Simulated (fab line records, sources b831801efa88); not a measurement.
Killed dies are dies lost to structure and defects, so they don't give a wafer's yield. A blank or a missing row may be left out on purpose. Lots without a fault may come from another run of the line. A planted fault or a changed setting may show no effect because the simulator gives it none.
fab line records | flow gf180mcu
record lots=6 wafers=18 last_day=33
route steps=602 shown V5@555 TOP_METAL@567
lots that met no fault: from a run of the same line without faults
start_h: hours from the record's first day to the start of the lot's first wafer shown | wait_h: hours since the lot's step before | " the same as in the row above | L1.1+2: a row that stands for several wafers | - no value, or no start given | * or withheld: withheld | < > ~ a bound
route shown NAME@n: a module of which the file shows steps, and the number in the route of the first | usual: mean/standard deviation of fault-free wafers | same: alike in all rows | chamber/n: place in a boat | sites: the reading at each site | _std_site: their standard deviation | _edge_site: outer sites' mean less inner sites' | radius_mm: how far each site lies from the wafer's centre | mask NAME#n: copy n | behind: the tool/chamber that last shaped the wafer | hold: why the lot was held/for how many hours/how that ended | device: the transistor (n, p or np) that didn't switch | end of line: the same wafers' tests at the end of the route | a step without rows: its recipe alone | killed: dies lost to structure and defects at the first sort, not the wafer's yield | map: a wafer's dies, x killed, . not, _ none there
set.NAME: the setting as run; set.NAME@STEP: as run at that earlier step | model.NAME: the simulator's own value behind a step, which no gauge read
lots at some steps of the route; a table a step, a row a wafer
services: from which hour (start_h, from the record's first day; less than 0 if before it) a tool's chamber was out of use, for how many hours, and why
## steps
# step GF_V5_OVL_MEAS_15
# usual V5_OVL=1/6.6
# columns lot.wafer tool chamber start_h wait_h V5_OVL[nm]
L202.4 overlay-02 - 640.48 0.1 2
L202.5 " - " " 2
L202.6 " - " " -4
L207.1 overlay-02 - 667.34 0.1 -8
L207.3 " - " " -7
L207.6 " - " " -1
L208.3 overlay-02 - 685.15 0.1 3
L208.4 " - " " 4
L208.5 " - " " 4
L212.1 overlay-02 - 709.26 0.1 -11
L212.3 " - " " -11
L212.6 " - " " -10
L219.2 overlay-02 - 754.36 0.1 3
L219.3 " - " " -2
L219.6 " - " " 8
L220.1 overlay-02 - 757.91 0.1 1
L220.5 " - " " 2
L220.6 " - " " -1
# step GF_V5_ETCH_16
# recipe chemistry=N2/H2 target_depth_a=withheld overetch_a=withheld time_s=withheld target=BARC ion_energy_ev=200 source_w=500 bias_w=100 pressure_mtorr=30 n2_flow_sccm=100 h2_flow_sccm=200
# step GF_V5_ETCH_17
# recipe chemistry=C4F8/O2/Ar mask_material=KrF target=SiO2 stop_on=TiN source_w=1500 bias_w=1200 pressure_mtorr=40 c4f8_flow_sccm=withheld O2_flow_sccm=6 Ar_flow_sccm=300 time_s=withheld target_depth_a=8550
# step GF_V5_STRIP_18
# recipe chemistry=O2/N2 power_w=1400 pressure_mtorr=1500 platen_temp_c=250 o2_flow_sccm=3000 n2_flow_sccm=300 overash_fraction=0.5
# step GF_V5_STRIP_19
# recipe chemistry=post_etch_residue_remover time_s=1200 temp_c=72.5
# step GF_V5_CLEAN_20
# recipe chemistry=DIW dry=n2_spin
# step GF_V5_SPUTTER_21
# recipe material=Ti target_thk_nm=15 chamber_pressure_pa=5 power_w=2500 substrate_temp_c=200 time_s=80.02
# usual cathode_dc_power_W=2500.0/0.47 chamber_pressure_pa=5.001/0.01 throttle_valve_pct=30.2/1.1
# columns lot.wafer tool chamber start_h wait_h cathode_dc_power_W chamber_pressure_pa throttle_valve_pct
L202.4 pvd_sputter-01 - 641.21 0.0 2500.5 4.984 28.9
L202.5 " - " " 2499.5 5.020 29.1
L202.6 " - " " 2500.5 4.999 31.7
L207.1 pvd_sputter-01 - 668.10 0.0 2500.2 5.001 29.1
L207.3 " - " " 2500.9 4.996 29.3
L207.6 " - " " 2499.9 5.007 28.7
L208.3 pvd_sputter-04 - 685.86 0.0 2500.8 5.003 31.4
L208.4 " - " " 2500.5 5.009 30.2
L208.5 " - " " 2500.1 5.024 28.8
L212.1 pvd_sputter-04 - 709.99 0.0 2499.6 4.998 30.0
L212.3 " - " " 2499.7 4.980 29.6
L212.6 " - " " 2500.2 4.990 28.9
L219.2 pvd_sputter-04 - 755.09 0.0 2500.0 4.993 29.7
L219.3 " - " " 2500.0 4.992 30.0
L219.6 " - " " 2500.1 4.983 30.0
L220.1 pvd_sputter-01 - 758.77 0.0 2500.4 5.009 29.4
L220.5 " - " " 2500.4 5.007 29.4
L220.6 " - " " 2500.2 5.004 28.8
# step GF_V5_SPUTTER_22
# recipe material=TiN target_thk_nm=10 chamber_pressure_pa=5 power_w=4000 time_s=40
# step GF_V5_CVD_23
# recipe material=W target_thk_nm=350 time_s=104.9 temp_c=400 pressure_torr=40
# step GF_V5_RS_MEAS_24
# recipe thk_meas_gauge=four-point-probe reads=W_of_V5_CVD_23+TiN_of_V5_SPUTTER_22+Ti_of_V5_SPUTTER_21
# usual V5_W_RS=0.329/0.0041
# columns lot.wafer tool chamber start_h wait_h V5_W_RS[ohm/sq]
L202.4 film_metro-02 - 641.45 0.1 0.329
L202.5 " - " " 0.328
L202.6 " - " " 0.326
L207.1 film_metro-04 - 668.31 0.1 0.327
L207.3 " - " " 0.326
L207.6 " - " " 0.326
L208.3 film_metro-01 - 686.11 0.1 0.335
L208.4 " - " " 0.336
L208.5 " - " " 0.335
L212.1 film_metro-01 - 710.20 0.1 0.324
L212.3 " - " " 0.324
L212.6 " - " " 0.327
L219.2 film_metro-04 - 755.32 0.1 0.324
L219.3 " - " " 0.321
L219.6 " - " " 0.327
L220.1 film_metro-02 - 758.98 0.1 0.335
L220.5 " - " " 0.328
L220.6 " - " " 0.335
# step GF_V5_THK_MEAS_25
# recipe thk_meas_gauge=xrf reads=W_of_V5_CVD_23
# usual V5_W_THK=348/6
# columns lot.wafer tool chamber start_h wait_h V5_W_THK[nm]
L202.4 film_metro-02 - 641.54 0.1 345
L202.5 " - " " 347
L202.6 " - " " 349
L207.1 film_metro-04 - 668.43 0.1 354
L207.3 " - " " 357
L207.6 " - " " 356
L208.3 film_metro-01 - 686.21 0.1 337
L208.4 " - " " 337
L208.5 " - " " 338
L212.1 film_metro-01 - 710.32 0.1 348
L212.3 " - " " 352
L212.6 " - " " 348
L219.2 film_metro-04 - 755.43 0.1 356
L219.3 " - " " 360
L219.6 " - " " 353
L220.1 film_metro-02 - 759.10 0.1 338
L220.5 " - " " 345
L220.6 " - " " 337
# step GF_V5_CMP_26
# recipe stop_on=SiO2 down_force_psi=3.5 platen_rpm=60 t_overpolish_s=15 target_thk_nm=0 pad_velocity_m_s=0.94248
# step GF_TOP_METAL_SPUTTER_00
# recipe material=Ti target_thk_nm=37.5 arriving_ion_energy_ev=80 substrate_temp_c=200 chamber_pressure_pa=2 power_w=4000 time_s=150
# usual cathode_dc_power_W=4000.0/0.73 chamber_pressure_pa=2.000/0.0038 throttle_valve_pct=30.4/0.98
# columns lot.wafer tool chamber start_h wait_h cathode_dc_power_W chamber_pressure_pa throttle_valve_pct
L202.4 pvd_sputter-04 - 641.87 0.1 4000.3 2.002 28.9
L202.5 " - " " 4000.0 2.001 28.6
L202.6 " - " " 3999.8 1.994 29.5
L207.1 pvd_sputter-04 - 668.79 0.2 - - -
L207.3 " - " " - - -
L207.6 " - " " - - -
L208.3 pvd_sputter-04 - 686.55 0.1 - - -
L208.4 " - " " - - -
L208.5 " - " " - - -
L212.1 pvd_sputter-03 - 710.68 0.2 3999.3 2.004 29.5
L212.3 " - " " 3999.5 1.998 31.8
L212.6 " - " " 4000.1 2.001 29.7
L219.2 pvd_sputter-02 - 756.17 0.2 4000.4 2.000 30.8
L219.3 " - " " 3999.8 1.999 30.4
L219.6 " - " " 4000.3 1.998 30.8
L220.1 pvd_sputter-02 - 759.46 0.2 3998.9 2.002 31.2
L220.5 " - " " 4000.3 2.004 30.1
L220.6 " - " " 4000.6 2.000 30.9
# step GF_TOP_METAL_SPUTTER_01
# recipe material=TiN target_thk_nm=30 power_w=6500 time_s=25 chamber_pressure_pa=0.4
# usual cathode_dc_power_W=6499.9/1.3 chamber_pressure_pa=0.4000/0.00078 throttle_valve_pct=30.4/0.98
# columns lot.wafer tool chamber start_h wait_h cathode_dc_power_W chamber_pressure_pa throttle_valve_pct
L202.4 pvd_sputter-04 - 641.97 0.1 6499.2 0.3986 28.8
L202.5 " - " " 6498.6 0.4011 29.0
L202.6 " - " " 6499.4 0.3992 29.4
L207.1 pvd_sputter-04 - 668.89 0.1 6499.7 0.4000 29.5
L207.3 " - " " 6499.1 0.4001 31.7
L207.6 " - " " 6500.1 0.4006 31.9
L208.3 pvd_sputter-04 - 686.65 0.1 6500.5 0.4003 29.0
L208.4 " - " " 6498.3 0.3995 29.6
L208.5 " - " " 6497.8 0.3990 28.9
L212.1 pvd_sputter-03 - 710.78 0.1 6504.2 0.4005 29.3
L212.3 " - " " 6500.6 0.4004 31.9
L212.6 " - " " 6498.4 0.4002 29.6
L219.2 pvd_sputter-02 - 756.27 0.1 6499.5 0.4012 31.0
L219.3 " - " " 6498.9 0.4002 30.2
L219.6 " - " " 6499.5 0.4003 30.6
L220.1 pvd_sputter-02 - 759.56 0.1 6502.3 0.4011 30.8
L220.5 " - " " 6498.9 0.4006 30.2
L220.6 " - " " 6500.2 0.4011 31.0
# step GF_TOP_METAL_SPUTTER_02
# recipe material=AlCu target_thk_nm=900 power_w=10600 chamber_pressure_pa=0.3 substrate_temp_c=250 gas=Ar time_s=47.82
# usual cathode_dc_power_W=10600/1.9 chamber_pressure_pa=0.3000/0.00062 throttle_valve_pct=30.4/1
# columns lot.wafer tool chamber start_h wait_h cathode_dc_power_W chamber_pressure_pa throttle_valve_pct
L202.4 pvd_sputter-04 - 642.00 0.0 10596 0.2998 28.7
L202.5 " - " " 10599 0.2995 28.7
L202.6 " - " " 10598 0.3005 29.7
L207.1 pvd_sputter-04 - 668.92 0.0 10602 0.2996 29.8
L207.3 " - " " 10598 0.3000 31.8
L207.6 " - " " 10602 0.3003 31.6
L208.3 pvd_sputter-04 - 686.68 0.0 10603 0.3001 28.8
L208.4 " - " " 10598 0.3004 29.7
L208.5 " - " " 10598 0.3004 29.0
L212.1 pvd_sputter-03 - 710.81 0.0 10600 0.2996 29.4
L212.3 " - " " 10598 0.3004 32.1
L212.6 " - " " 10604 0.2991 29.6
L219.2 pvd_sputter-02 - 756.30 0.0 10599 0.3014 31.0
L219.3 " - " " 10599 0.3006 30.5
L219.6 " - " " 10603 0.2982 30.9
L220.1 pvd_sputter-02 - 759.59 0.0 10596 0.2989 31.2
L220.5 " - " " 10599 0.3004 30.2
L220.6 " - " " 10601 0.2993 30.8
# step GF_TOP_METAL_SPUTTER_03
# recipe material=Ti target_thk_nm=5 substrate_temp_c=300 chamber_pressure_pa=0.3 power_w=3000 time_s=3.3
# usual cathode_dc_power_W=2999.9/0.58 chamber_pressure_pa=0.2999/0.00062 throttle_valve_pct=30.3/0.98
# columns lot.wafer tool chamber start_h wait_h cathode_dc_power_W chamber_pressure_pa throttle_valve_pct
L202.4 pvd_sputter-04 - 642.05 0.0 3000.4 0.2991 28.8
L202.5 " - " " 2999.4 0.3000 29.1
L202.6 " - " " 3000.5 0.3007 29.4
L207.1 pvd_sputter-04 - 668.97 0.0 3000.0 0.2995 29.5
L207.3 " - " " 2999.7 0.2991 31.8
L207.6 " - " " 3000.1 0.3001 31.8
L208.3 pvd_sputter-04 - 686.73 0.0 2998.8 0.2984 28.7
L208.4 " - " " 2999.6 0.2996 29.4
L208.5 " - " " 2999.7 0.2989 28.8
L212.1 pvd_sputter-03 - 710.85 0.0 3000.5 0.2996 29.6
L212.3 " - " " 3000.0 0.2997 31.8
L212.6 " - " " 3000.2 0.2994 29.5
L219.2 pvd_sputter-02 - 756.34 0.0 3000.6 0.3002 30.8
L219.3 " - " " 2999.6 0.2996 30.5
L219.6 " - " " 2999.6 0.2994 30.6
L220.1 pvd_sputter-02 - 759.63 0.0 3000.6 0.3001 31.1
L220.5 " - " " 3000.7 0.2991 30.3
L220.6 " - " " 3000.2 0.2999 31.0
# step GF_TOP_METAL_SPUTTER_04
# recipe material=TiN target_thk_nm=25 power_w=6500 time_s=20.8 chamber_pressure_pa=0.4
# step GF_TOP_METAL_DEHYDRATE_07
# recipe temp_c=200 time_s=60
# step GF_TOP_METAL_HMDS_08
# recipe prime_time_s=60 prime_temp_c=120
# step GF_TOP_METAL_COAT_09
# recipe resist=NOVOLAK spin_rpm=3000 resist_thk_nm=1500
# step GF_TOP_METAL_SOFTBAKE_10
# recipe temp_c=90 time_s=60 resist=NOVOLAK
# step GF_TOP_METAL_EXPOSE_11
# recipe mask_id=MetalTop target_cd_nm=440 na=0.6 source_shape=conventional sigma_outer=0.6 dose_mj=170
# step GF_TOP_METAL_PEB_12
# recipe temp_c=withheld time_s=* resist=NOVOLAK
# step GF_TOP_METAL_DEVELOP_13
# recipe develop_time_s=60 dev_temp_c=23
# step GF_TOP_METAL_CD_MEAS_14
# recipe target_cd_nm=440
# usual cd_nm=440.5/2.1
# columns lot.wafer tool chamber start_h wait_h cd_nm
L202.4 cd_sem-01 - 661.40 0.1 443.4
L202.5 " - " " 440.9
L202.6 " - " " 441.8
L207.1 cd_sem-02 - 687.77 0.1 438.4
L207.3 " - " " 438.5
L207.6 " - " " 438.5
L208.3 cd_sem-02 - 705.91 0.1 437.2
L208.4 " - " " 439.3
L208.5 " - " " 439.4
L212.1 cd_sem-02 - 728.36 0.1 442.6
L212.3 " - " " 442.7
L212.6 " - " " 441.0
L219.2 cd_sem-01 - 772.24 0.1 440.5
L219.3 " - " " 439.4
L219.6 " - " " 439.7
L220.1 cd_sem-02 - 775.77 0.1 441.0
L220.5 " - " " 442.3
L220.6 " - " " 441.1
# step GF_TOP_METAL_OVL_MEAS_15
# usual TOP_METAL_OVL=0.5/1.6
# columns lot.wafer tool chamber start_h wait_h TOP_METAL_OVL[nm]
L202.4 overlay-01 - 661.47 0.1 2.9
L202.5 " - " " 2.3
L202.6 " - " " 2.5
L207.1 overlay-01 - 687.89 0.1 1.6
L207.3 " - " " 1.5
L207.6 " - " " -0.3
L208.3 overlay-01 - 706.00 0.1 -1.4
L208.4 " - " " -0.6
L208.5 " - " " -1.3
L212.1 overlay-01 - 728.48 0.1 3.4
L212.3 " - " " 2.7
L212.6 " - " " 3.1
L219.2 overlay-01 - 772.34 0.1 1.0
L219.3 " - " " 2.6
L219.6 " - " " 2.0
L220.1 overlay-02 - 775.89 0.1 1.3
L220.5 " - " " 0.4
L220.6 " - " " -1.2
# step GF_TOP_METAL_METAL_ETCH_16
# recipe chemistry=Cl2/BCl3 mask_material=NOVOLAK target_depth_nm=1077.5 stop_on=SiO2 pressure_mtorr=8 icp_w=800 bias_w=140 Cl2_flow_sccm=80 bcl3_flow_sccm=40 time_s=179.6
# usual drypump_motor_current_A=5.7/0.47 oes_product_au=0.966/0.0076 throttle_valve_pct=28.255/0.0099
# columns lot.wafer tool chamber start_h wait_h drypump_motor_current_A oes_product_au rf_hours_counter_h throttle_valve_pct
L202.4 rie_metal-02 0 661.55 0.1 5.4 0.973 - 28.240
L202.5 " 1 " " 5.7 0.972 - 28.258
L202.6 " 0 " " 5.4 0.954 - 28.253
L207.1 rie_metal-03 0 687.92 0.0 6.5 0.939 7 28.272
L207.3 " 0 " " 6.5 0.928 - 28.270
L207.6 " 0 " " 6.5 0.931 - 28.299
L208.3 rie_metal-02 1 706.08 0.1 5.6 0.948 - 28.277
L208.4 " 0 " " 5.4 0.950 - 28.248
L208.5 " 0 " " 5.4 0.963 - 28.259
L212.1 rie_metal-02 0 728.52 0.0 5.4 0.966 13 28.236
L212.3 " 0 " " 5.4 0.967 - 28.238
L212.6 " 0 " " 5.4 0.979 - 28.251
L219.2 rie_metal-03 0 772.37 0.0 6.5 0.965 13 28.252
L219.3 " 1 " " 5.6 0.978 - 28.253
L219.6 " 0 " " 6.5 0.985 - 28.261
L220.1 rie_metal-03 0 775.92 0.0 6.5 0.960 13 28.256
L220.5 " 0 " " 6.5 0.961 - 28.258
L220.6 " 1 " " 5.6 0.969 - 28.242
# step GF_TOP_METAL_STRIP_17
# recipe chemistry=O2/N2 power_w=1400 pressure_mtorr=1500 platen_temp_c=250 o2_flow_sccm=3000 n2_flow_sccm=300 overash_fraction=0.5
# usual drypump_motor_current_A=5.9/0.44 heater_power_w=333/16 n2_flow_sccm=299.9/0.83 oes_product_au=0.710/0.0041 strip_time_to_endpoint_s=13.45/0.083
# columns lot.wafer tool chamber start_h wait_h drypump_motor_current_A heater_power_w n2_flow_sccm oes_product_au rf_hours_counter_h strip_time_to_endpoint_s
L202.4 plasma_asher-02 1 661.70 0.1 6.7 326 299.8 0.706 - 13.54
L202.5 " 1 " " 6.7 310 300.0 0.711 - 13.58
L202.6 " 0 " " 5.8 353 298.2 0.715 - 13.50
L207.1 plasma_asher-01 0 688.27 0.3 6.2 312 299.6 0.714 105 13.48
L207.3 " 0 " " 6.2 311 301.2 0.711 - 13.53
L207.6 " 0 " " 6.2 312 299.9 0.712 - 13.42
L208.3 plasma_asher-04 0 706.23 0.1 5.8 324 300.4 0.711 - 13.51
L208.4 " 1 " " 5.8 351 300.2 0.711 - 13.48
L208.5 " 0 " " 5.8 326 299.7 0.711 - 13.36
L212.1 plasma_asher-01 0 728.86 0.3 6.2 314 298.5 0.710 110 13.54
L212.3 " 0 " " 6.2 308 300.2 0.706 - 13.45
L212.6 " 0 " " 6.2 314 299.8 0.704 - 13.47
L219.2 plasma_asher-02 1 772.55 0.1 6.7 313 299.7 0.709 38 13.42
L219.3 " 1 " " 6.7 315 299.0 0.711 - 13.37
L219.6 " 1 " " 6.7 319 299.2 0.710 - 13.30
L220.1 plasma_asher-01 0 776.10 0.1 6.3 331 300.3 0.719 3 13.32
L220.5 " 0 " " 6.2 333 298.7 0.714 - 13.41
L220.6 " 1 " " 5.2 342 299.6 0.706 - 13.37
## services
# columns tool chamber start_h hours kind
plasma_asher-02 - 625.99 1.6 repair
rie_metal-02 - 631.76 0.8 repair
pvd_sputter-01 3 639.15 - consumable_replace:kit
pvd_sputter-01 3 639.15 18.0 scheduled_down
pvd_sputter-01 3 639.15 18.0 vent_cycle
pvd_sputter-04 3 642.09 - consumable_replace:kit
rie_metal-03 - 666.17 1.4 pm
pvd_sputter-04 - 674.35 1.9 repair
pvd_sputter-02 2 692.58 - consumable_replace:kit
pvd_sputter-02 2 692.58 18.0 scheduled_down
pvd_sputter-02 2 692.58 18.0 vent_cycle
rie_metal-02 1 709.41 - clean
rie_metal-02 1 709.41 22.9 scheduled_down
pvd_sputter-02 - 721.68 2.7 repair
plasma_asher-01 - 733.75 9.0 pm
rie_metal-03 1 735.65 18.4 repair
pvd_sputter-03 0 738.49 - consumable_replace:kit
pvd_sputter-03 0 738.49 18.0 scheduled_down
pvd_sputter-03 0 738.49 18.0 vent_cycle
pvd_sputter-04 2 739.70 - consumable_replace:kit
pvd_sputter-04 2 739.70 18.0 scheduled_down
pvd_sputter-04 2 739.70 18.0 vent_cycle
pvd_sputter-01 - 762.38 2.9 repair
pvd_sputter-04 - 763.10 2.7 repair
## key
first_sign step=GF_TOP_METAL_SPUTTER_00 reading=tool_record direction=missing
effect step=GF_TOP_METAL_METAL_ETCH_16 reading=oes_product_au direction=down sigmas=3 usual=0.966 struck=0.943
met_at GF_TOP_METAL_SPUTTER_00
struck_wafers L207.1,L207.3,L207.6,L208.3,L208.4,L208.5
later_rows_left_out L207.1,L207.3,L207.6,L208.3,L208.4,L208.5
sort_left_out L207.1,L207.3,L207.6,L208.3,L208.4,L208.5
onset_between 641.87 668.79
fault kind=skipped_step_whole tool=pvd_sputter-04 chamber=- onset_h=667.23 steps=GF_TOP_METAL_SPUTTER_00 scope=struck_lots_only
# sort_left_out: the simulated sort isn't trusted on such a fault, so these wafers' sort isn't shown, and their yield isn't known
# later_rows_left_out: the simulator's readings of these wafers behind a module that went badly wrong aren't trusted and aren't shown, but for the sort
